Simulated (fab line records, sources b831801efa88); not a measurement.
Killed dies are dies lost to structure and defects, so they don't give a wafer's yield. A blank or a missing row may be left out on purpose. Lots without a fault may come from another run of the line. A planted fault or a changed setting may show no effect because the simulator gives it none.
fab line records | flow gf180mcu
record lots=24 wafers=72 last_day=34
route steps=602 shown HV_LDD@228 M1@318 V2@385 M3@409 M4@460
lots that met no fault: from a run of the same line without faults
start_h: hours from the record's first day to the start of the lot's first wafer shown | wait_h: hours since the lot's step before | " the same as in the row above | L1.1+2: a row that stands for several wafers | - no value, or no start given | * or withheld: withheld | < > ~ a bound
route shown NAME@n: a module of which the file shows steps, and the number in the route of the first | usual: mean/standard deviation of fault-free wafers | same: alike in all rows | chamber/n: place in a boat | sites: the reading at each site | _std_site: their standard deviation | _edge_site: outer sites' mean less inner sites' | radius_mm: how far each site lies from the wafer's centre | mask NAME#n: copy n | behind: the tool/chamber that last shaped the wafer | hold: why the lot was held/for how many hours/how that ended | device: the transistor (n, p or np) that didn't switch | end of line: the same wafers' tests at the end of the route | a step without rows: its recipe alone | killed: dies lost to structure and defects at the first sort, not the wafer's yield | map: a wafer's dies, x killed, . not, _ none there
set.NAME: the setting as run; set.NAME@STEP: as run at that earlier step | model.NAME: the simulator's own value behind a step, which no gauge read
steps of the route over a sample of lots; a table a step, a row a wafer
services: from which hour (start_h, from the record's first day; less than 0 if before it) a tool's chamber was out of use, for how many hours, and why
## steps
# step GF_HV_LDD_RTA_52
# recipe temp_c=1000 time_s=10 ambient=N2
# usual lamp_power_pct=33.4/0.45 wafer_temp_C_max=1003.9/0.72
# columns lot.wafer tool chamber start_h wait_h lamp_power_pct wafer_temp_C_max
L074.3 rtp_anneal-01 0 271.56 0.0 33.0 1003.5
L074.4 " 0 " " 32.9 1004.1
L074.5 " 0 " " 32.8 1003.2
L075.1 rtp_anneal-02 0 281.89 0.0 33.8 1004.1
L075.4 " 0 " " 33.8 1003.9
L075.5 " 0 " " 33.8 1003.8
L076.2 rtp_anneal-02 0 287.54 0.0 33.8 1003.3
L076.5 " 0 " " 33.9 1004.1
L076.6 " 0 " " 33.9 1003.0
L077.1 rtp_anneal-02 0 297.54 0.0 33.8 1002.5
L077.5 " 0 " " 33.8 1004.4
L077.6 " 0 " " 33.8 1003.9
L078.3 rtp_anneal-02 0 304.21 0.0 33.8 1002.9
L078.5 " 0 " " 33.8 1004.2
L078.6 " 0 " " 33.9 1003.4
L079.1 rtp_anneal-01 0 313.18 0.0 32.9 1003.8
L079.3 " 0 " " 32.9 1003.9
L079.6 " 0 " " 32.9 1003.7
L080.2 rtp_anneal-01 0 320.80 0.0 32.9 1004.1
L080.4 " 0 " " 32.9 1005.1
L080.5 " 0 " " 32.9 1004.1
L081.1 rtp_anneal-02 0 331.28 0.0 33.8 1002.2
L081.2 " 0 " " 33.9 1003.9
L081.4 " 0 " " 33.8 1004.4
L082.3 rtp_anneal-01 0 338.31 0.0 32.9 1004.5
L082.4 " 0 " " 32.9 1003.7
L082.6 " 0 " " 32.9 1002.8
L083.1 rtp_anneal-02 0 341.94 0.0 33.8 1004.2
L083.2 " 0 " " 33.8 1003.0
L083.5 " 0 " " 33.8 1004.9
L084.3 rtp_anneal-01 0 355.71 0.0 32.9 1003.9
L084.5 " 0 " " 32.9 1002.8
L084.6 " 0 " " 32.9 1003.8
L085.1 rtp_anneal-02 0 360.28 0.0 33.8 1003.1
L085.2 " 0 " " 33.8 1003.7
L085.3 " 0 " " 33.7 1003.0
L086.2 rtp_anneal-02 0 369.49 0.0 33.9 1002.6
L086.4 " 0 " " 33.8 1004.4
L086.5 " 0 " " 33.8 1003.1
L087.1 rtp_anneal-01 0 377.64 0.0 32.9 1004.5
L087.3 " 0 " " 32.9 1004.6
L087.6 " 0 " " 32.9 1002.4
L088.1 rtp_anneal-02 0 386.24 0.0 33.8 1004.2
L088.3 " 0 " " 33.8 1003.5
L088.6 " 0 " " 33.8 1002.7
L089.4 rtp_anneal-01 0 396.20 0.1 32.9 1003.6
L089.5 " 0 " " 32.9 1005.0
L089.6 " 0 " " 32.9 1003.7
L090.1 rtp_anneal-02 0 400.64 0.0 33.8 1003.9
L090.2 " 0 " " 33.8 1004.5
L090.4 " 0 " " 33.8 1004.5
L091.1 rtp_anneal-02 0 409.18 0.0 33.8 1005.1
L091.5 " 0 " " 33.8 1005.0
L091.6 " 0 " " 33.8 1004.6
L092.2 rtp_anneal-01 0 418.20 0.0 32.9 1003.2
L092.4 " 0 " " 32.9 1004.0
L092.5 " 0 " " 32.9 1004.1
L093.1 rtp_anneal-02 0 423.68 0.0 33.8 1003.5
L093.2 " 0 " " 33.8 1003.8
L093.6 " 0 " " 33.9 1005.7
L094.2 rtp_anneal-01 0 433.30 0.0 32.9 1003.9
L094.3 " 0 " " 32.9 1004.6
L094.4 " 0 " " 32.9 1003.8
L095.1 rtp_anneal-02 0 439.74 0.0 33.7 1004.5
L095.4 " 0 " " 33.8 1004.4
L095.5 " 0 " " 33.8 1002.8
L096.3 rtp_anneal-01 0 453.25 0.0 32.9 1003.4
L096.4 " 0 " " 32.9 1003.0
L096.6 " 0 " " 32.9 1004.2
L097.2 rtp_anneal-02 0 462.34 0.0 33.8 1004.7
L097.3 " 0 " " 33.8 1004.7
L097.6 " 0 " " 33.8 1002.6
# step GF_M1_SPUTTER_03
# recipe material=Ti target_thk_nm=10 substrate_temp_c=300 chamber_pressure_pa=0.3 power_w=3000 time_s=6.7
# usual throttle_valve_pct=30.1/1.4
# columns lot.wafer tool chamber start_h wait_h throttle_valve_pct
L074.3 pvd_sputter-02 - 362.35 0.0 31.2
L074.4 " - " " 30.6
L074.5 " - " " 31.3
L075.1 pvd_sputter-01 - 374.24 0.0 30.3
L075.4 " - " " 28.2
L075.5 " - " " 30.5
L076.2 pvd_sputter-02 - 379.62 0.0 31.2
L076.5 " - " " 31.2
L076.6 " - " " 30.7
L077.1 pvd_sputter-02 - 390.17 0.0 30.6
L077.5 " - " " 31.4
L077.6 " - " " 30.7
L078.3 pvd_sputter-04 - 397.19 0.0 31.5
L078.5 " - " " 29.8
L078.6 " - " " 31.7
L079.1 pvd_sputter-04 - 407.59 0.0 32.2
L079.3 " - " " 29.8
L079.6 " - " " 31.8
L080.2 pvd_sputter-02 - 416.63 0.0 30.8
L080.4 " - " " 27.3
L080.5 " - " " 31.1
L081.1 pvd_sputter-04 - 426.63 0.0 30.4
L081.2 " - " " 29.6
L081.4 " - " " 31.7
L082.3 pvd_sputter-01 - 438.03 0.0 28.0
L082.4 " - " " 29.6
L082.6 " - " " 28.2
L083.1 pvd_sputter-04 - 439.03 0.0 29.5
L083.2 " - " " 31.7
L083.5 " - " " 31.7
L084.3 pvd_sputter-02 - 456.14 0.0 26.8
L084.5 " - " " 27.0
L084.6 " - " " 31.2
L085.1 pvd_sputter-02 - 461.63 0.0 31.1
L085.2 " - " " 30.7
L085.3 " - " " 31.3
L086.2 pvd_sputter-02 - 471.24 0.0 27.0
L086.4 " - " " 31.6
L086.5 " - " " 26.8
L087.1 pvd_sputter-02 - 480.99 0.0 31.1
L087.3 " - " " 30.7
L087.6 " - " " 31.5
L088.1 pvd_sputter-04 - 489.29 0.0 30.5
L088.3 " - " " 31.6
L088.6 " - " " 30.3
L089.4 pvd_sputter-04 - 499.04 0.0 31.8
L089.5 " - " " 30.5
L089.6 " - " " 31.9
L090.1 pvd_sputter-01 - 504.50 0.0 28.4
L090.2 " - " " 28.1
L090.4 " - " " 30.5
L091.1 pvd_sputter-01 - 513.64 0.0 28.3
L091.5 " - " " 29.7
L091.6 " - " " 28.1
L092.2 pvd_sputter-01 - 522.14 0.0 30.4
L092.4 " - " " 29.5
L092.5 " - " " 29.7
L093.1 pvd_sputter-01 - 526.64 0.0 29.6
L093.2 " - " " 28.3
L093.6 " - " " 28.2
L094.2 pvd_sputter-04 - 535.00 0.0 30.4
L094.3 " - " " 29.6
L094.4 " - " " 31.4
L095.1 pvd_sputter-01 - 541.12 0.0 29.9
L095.4 " - " " 30.3
L095.5 " - " " 28.1
L096.3 pvd_sputter-04 - 554.72 0.0 31.5
L096.4 " - " " 32.1
L096.6 " - " " 30.4
L097.2 pvd_sputter-01 - 563.23 0.0 28.5
L097.3 " - " " 29.7
L097.6 " - " " 28.5
# step GF_V2_THK_MEAS_03
# recipe reads=SiO2_of_V2_CVD_02
# usual V2_CVD_02_THK=856/12
# columns lot.wafer tool chamber start_h wait_h V2_CVD_02_THK[nm]
L074.3 film_metro-04 - 436.30 0.1 858
L074.4 " - " " 853
L074.5 " - " " 881
L075.1 film_metro-02 - 448.23 0.0 866
L075.4 " - " " 874
L075.5 " - " " 878
L076.2 film_metro-04 - 455.10 0.0 860
L076.5 " - " " 872
L076.6 " - " " 866
L077.1 film_metro-01 - 466.18 0.0 843
L077.5 " - " " 864
L077.6 " - " " 855
L078.3 film_metro-01 - 473.93 0.1 837
L078.5 " - " " 845
L078.6 " - " " 841
L079.1 film_metro-04 - 484.66 0.0 855
L079.3 " - " " 857
L079.6 " - " " 869
L080.2 film_metro-01 - 494.07 0.0 842
L080.4 " - " " 849
L080.5 " - " " 850
L081.1 film_metro-02 - 503.77 0.0 845
L081.2 " - " " 849
L081.4 " - " " 867
L082.3 film_metro-04 - 515.10 0.1 854
L082.4 " - " " 852
L082.6 " - " " 849
L083.1 film_metro-02 - 515.83 0.0 844
L083.2 " - " " 858
L083.5 " - " " 860
L084.3 film_metro-02 - 530.80 0.1 848
L084.5 " - " " 872
L084.6 " - " " 854
L085.1 film_metro-04 - 537.79 0.0 847
L085.2 " - " " 832
L085.3 " - " " 852
L086.2 film_metro-04 - 545.77 0.0 861
L086.4 " - " " 881
L086.5 " - " " 876
L087.1 film_metro-04 - 555.10 0.0 859
L087.3 " - " " 835
L087.6 " - " " 874
L088.1 film_metro-04 - 563.22 0.0 849
L088.3 " - " " 837
L088.6 " - " " 851
L089.4 film_metro-04 - 571.81 0.0 881
L089.5 " - " " 880
L089.6 " - " " 867
L090.1 film_metro-01 - 573.55 0.1 849
L090.2 " - " " 840
L090.4 " - " " 851
L091.1 film_metro-01 - 584.79 0.0 835
L091.5 " - " " 846
L091.6 " - " " 851
L092.2 film_metro-02 - 590.28 0.1 841
L092.4 " - " " 857
L092.5 " - " " 844
L093.1 film_metro-04 - 595.53 0.0 859
L093.2 " - " " 851
L093.6 " - " " 863
L094.2 film_metro-04 - 601.45 0.0 849
L094.3 " - " " 843
L094.4 " - " " 858
L095.1 film_metro-02 - 609.58 0.0 867
L095.4 " - " " 866
L095.5 " - " " 865
L096.3 film_metro-02 - 619.65 0.1 849
L096.4 " - " " 856
L096.6 " - " " 876
L097.2 film_metro-02 - 629.31 0.0 857
L097.3 " - " " 848
L097.6 " - " " 874
# step GF_M3_SPUTTER_00
# recipe material=Ti target_thk_nm=37.5 arriving_ion_energy_ev=80 substrate_temp_c=200 chamber_pressure_pa=2 power_w=4000 time_s=150
# usual throttle_valve_pct=30.1/1.4
# columns lot.wafer tool chamber start_h wait_h throttle_valve_pct
L074.3 pvd_sputter-02 - 463.24 0.2 31.2
L074.4 " - " " 27.1
L074.5 " - " " 30.6
L075.1 pvd_sputter-02 - 474.88 0.1 31.0
L075.4 " - " " 30.8
L075.5 " - " " 30.5
L076.2 pvd_sputter-04 - 481.37 0.2 31.8
L076.5 " - " " 31.7
L076.6 " - " " 31.5
L077.1 pvd_sputter-04 - 494.19 0.2 30.1
L077.5 " - " " 31.5
L077.6 " - " " 29.7
L078.3 pvd_sputter-01 - 500.02 0.2 28.2
L078.5 " - " " 30.1
L078.6 " - " " 30.3
L079.1 pvd_sputter-01 - 510.24 0.2 29.6
L079.3 " - " " 28.0
L079.6 " - " " 28.4
L080.2 pvd_sputter-04 - 519.48 0.2 29.7
L080.4 " - " " 31.7
L080.5 " - " " 31.8
L081.1 pvd_sputter-01 - 529.65 0.2 29.7
L081.2 " - " " 28.0
L081.4 " - " " 28.3
L082.3 pvd_sputter-01 - 540.15 0.1 30.7
L082.4 " - " " 28.4
L082.6 " - " " 29.6
L083.1 pvd_sputter-02 - 540.82 0.2 30.8
L083.2 " - " " 31.3
L083.5 " - " " 30.8
L084.3 pvd_sputter-02 - 555.72 0.2 31.2
L084.5 " - " " 27.0
L084.6 " - " " 31.2
L085.1 pvd_sputter-04 - 561.29 0.2 30.6
L085.2 " - " " 31.5
L085.3 " - " " 29.8
L086.2 pvd_sputter-01 - 568.41 0.2 28.4
L086.4 " - " " 29.7
L086.5 " - " " 29.7
L087.1 pvd_sputter-04 - 576.43 0.1 31.6
L087.3 " - " " 30.0
L087.6 " - " " 29.8
L088.1 pvd_sputter-02 - 585.93 0.2 31.2
L088.3 " - " " 26.6
L088.6 " - " " 27.1
L089.4 pvd_sputter-02 - 595.08 0.1 30.6
L089.5 " - " " 31.2
L089.6 " - " " 26.7
L090.1 pvd_sputter-04 - 596.03 0.1 29.8
L090.2 " - " " 31.8
L090.4 " - " " 31.8
L091.1 pvd_sputter-04 - 607.44 0.2 30.4
L091.5 " - " " 30.6
L091.6 " - " " 32.0
L092.2 pvd_sputter-04 - 613.37 0.2 31.5
L092.4 " - " " 30.3
L092.5 " - " " 29.6
L093.1 pvd_sputter-02 - 618.77 0.1 27.0
L093.2 " - " " 30.6
L093.6 " - " " 31.4
L094.2 pvd_sputter-04 - 625.22 0.2 30.4
L094.3 " - " " 31.6
L094.4 " - " " 29.8
L095.1 pvd_sputter-01 - 631.73 0.1 30.0
L095.4 " - " " 28.0
L095.5 " - " " 27.9
L096.3 pvd_sputter-04 - 641.83 0.2 29.6
L096.4 " - " " 30.2
L096.6 " - " " 29.7
L097.2 pvd_sputter-01 - 650.43 0.1 29.5
L097.3 " - " " 30.3
L097.6 " - " " 28.1
# step GF_M3_OVL_MEAS_15
# usual M3_OVL=5/6.8
# columns lot.wafer tool chamber start_h wait_h M3_OVL[nm]
L074.3 overlay-02 - 488.15 0.1 3
L074.4 " - " " 5
L074.5 " - " " 9
L075.1 overlay-02 - 500.03 0.1 0
L075.4 " - " " -2
L075.5 " - " " 10
L076.2 overlay-02 - 505.30 0.1 13
L076.5 " - " " 11
L076.6 " - " " 11
L077.1 overlay-01 - 517.48 0.1 -1
L077.5 " - " " -2
L077.6 " - " " -7
L078.3 overlay-02 - 523.85 0.1 13
L078.5 " - " " 9
L078.6 " - " " 6
L079.1 overlay-02 - 533.28 0.1 13
L079.3 " - " " 12
L079.6 " - " " 18
L080.2 overlay-02 - 542.49 0.1 7
L080.4 " - " " 2
L080.5 " - " " 14
L081.1 overlay-02 - 552.09 0.1 5
L081.2 " - " " 11
L081.4 " - " " 12
L082.3 overlay-02 - 562.04 0.1 9
L082.4 " - " " 13
L082.6 " - " " 8
L083.1 overlay-01 - 562.73 0.1 4
L083.2 " - " " 6
L083.5 " - " " 0
L084.3 overlay-01 - 575.29 0.1 6
L084.5 " - " " 8
L084.6 " - " " 13
L085.1 overlay-01 - 582.33 0.1 -2
L085.2 " - " " 2
L085.3 " - " " -2
L086.2 overlay-02 - 589.80 0.1 9
L086.4 " - " " 2
L086.5 " - " " 6
L087.1 overlay-02 - 598.39 0.1 6
L087.3 " - " " 2
L087.6 " - " " 8
L088.1 overlay-01 - 607.39 0.1 4
L088.3 " - " " 5
L088.6 " - " " 4
L089.4 overlay-01 - 616.76 0.1 -4
L089.5 " - " " -4
L089.6 " - " " 4
L090.1 overlay-01 - 617.15 0.1 -13
L090.2 " - " " -7
L090.4 " - " " -8
L091.1 overlay-01 - 628.40 0.1 -2
L091.5 " - " " 2
L091.6 " - " " -6
L092.2 overlay-01 - 634.50 0.1 6
L092.4 " - " " 8
L092.5 " - " " -6
L093.1 overlay-01 - 639.25 0.1 9
L093.2 " - " " 20
L093.6 " - " " 5
L094.2 overlay-02 - 645.50 0.1 0
L094.3 " - " " 10
L094.4 " - " " 7
L095.1 overlay-01 - 651.64 0.1 16
L095.4 " - " " 2
L095.5 " - " " 8
L096.3 overlay-02 - 662.05 0.1 10
L096.4 " - " " 3
L096.6 " - " " -1
L097.2 overlay-02 - 669.50 0.1 2
L097.3 " - " " 5
L097.6 " - " " 4
# step GF_M4_SPUTTER_04
# recipe material=TiN target_thk_nm=50 power_w=6500 time_s=41.7 chamber_pressure_pa=0.4
# usual throttle_valve_pct=30.3/1.2
# columns lot.wafer tool chamber start_h wait_h throttle_valve_pct
L074.3 pvd_sputter-04 - 514.84 0.0 31.5
L074.4 " - " " 31.7
L074.5 " - " " 29.7
L075.1 pvd_sputter-04 - 526.36 0.0 31.9
L075.4 " - " " 31.9
L075.5 " - " " 29.8
L076.2 pvd_sputter-03 - 531.45 0.0 30.5
L076.5 " - " " 29.7
L076.6 " - " " 30.5
L077.1 pvd_sputter-04 - 542.75 0.0 30.6
L077.5 " - " " 31.0
L077.6 " - " " 32.0
L078.3 pvd_sputter-04 - 549.60 0.0 31.7
L078.5 " - " " 31.6
L078.6 " - " " 31.7
L079.1 pvd_sputter-04 - 558.05 0.0 31.9
L079.3 " - " " 31.5
L079.6 " - " " 31.9
L080.2 pvd_sputter-03 - 566.46 0.0 30.1
L080.4 " - " " 30.7
L080.5 " - " " 29.8
L081.1 pvd_sputter-03 - 575.71 0.0 30.3
L081.2 " - " " 30.5
L081.4 " - " " 30.2
L082.3 pvd_sputter-03 - 585.85 0.0 29.7
L082.4 " - " " 30.2
L082.6 " - " " 30.3
L083.1 pvd_sputter-02 - 587.93 0.0 31.2
L083.2 " - " " 30.9
L083.5 " - " " 30.6
L084.3 pvd_sputter-04 - 600.65 0.0 31.9
L084.5 " - " " 30.4
L084.6 " - " " 29.5
L085.1 pvd_sputter-03 - 605.86 0.0 30.3
L085.2 " - " " 29.5
L085.3 " - " " 30.3
L086.2 pvd_sputter-03 - 613.86 0.0 30.1
L086.4 " - " " 30.8
L086.5 " - " " 30.4
L087.1 pvd_sputter-04 - 621.56 0.0 31.4
L087.3 " - " " 31.7
L087.6 " - " " 29.7
L088.1 pvd_sputter-02 - 630.76 0.0 31.2
L088.3 " - " " 30.6
L088.6 " - " " 31.5
L089.4 pvd_sputter-04 - 640.40 0.0 31.6
L089.5 " - " " 31.6
L089.6 " - " " 29.8
L090.1 pvd_sputter-02 - 640.70 0.0 26.9
L090.2 " - " " 30.9
L090.4 " - " " 31.1
L091.1 pvd_sputter-04 - 651.94 0.0 29.7
L091.5 " - " " 29.6
L091.6 " - " " 31.6
L092.2 pvd_sputter-02 - 657.55 0.0 30.4
L092.4 " - " " 31.1
L092.5 " - " " 31.4
L093.1 pvd_sputter-02 - 661.96 0.0 30.6
L093.2 " - " " 31.3
L093.6 " - " " 30.8
L094.2 pvd_sputter-03 - 667.53 0.0 30.2
L094.3 " - " " 30.4
L094.4 " - " " 30.3
L095.1 pvd_sputter-03 - 673.30 0.0 29.9
L095.4 " - " " 30.0
L095.5 " - " " 30.4
L096.3 pvd_sputter-03 - 684.41 0.0 30.3
L096.4 " - " " 29.9
L096.6 " - " " 30.5
L097.2 pvd_sputter-02 - 691.13 0.0 30.5
L097.3 " - " " 31.3
L097.6 " - " " 31.1
## services
# columns tool chamber start_h hours kind
pvd_sputter-04 - 254.58 0.8 repair
pvd_sputter-01 - 271.38 3.7 repair
pvd_sputter-04 1 293.47 - consumable_replace:kit
pvd_sputter-04 1 293.47 18.0 scheduled_down
pvd_sputter-04 1 293.47 18.0 vent_cycle
pvd_sputter-02 - 300.14 5.4 repair
pvd_sputter-01 - 313.75 4.2 repair
rtp_anneal-02 - 337.56 2.4 pm
pvd_sputter-01 - 342.68 8.6 repair
pvd_sputter-04 - 375.51 8.7 repair
pvd_sputter-04 - 378.87 3.2 repair
pvd_sputter-03 - 391.31 3.3 repair
pvd_sputter-01 - 422.17 4.4 repair
pvd_sputter-02 - 477.59 2.3 repair
pvd_sputter-02 - 488.66 2.4 repair
pvd_sputter-04 0 511.61 - consumable_replace:kit
pvd_sputter-02 - 522.56 5.2 repair
pvd_sputter-04 - 541.07 0.5 repair
pvd_sputter-01 - 589.97 2.3 repair
pvd_sputter-01 - 623.24 3.1 repair
pvd_sputter-01 - 638.43 4.1 repair
pvd_sputter-04 - 656.80 3.9 repair
pvd_sputter-01 - 663.85 4.7 repair
pvd_sputter-04 - 681.88 2.1 repair
## key
fault none
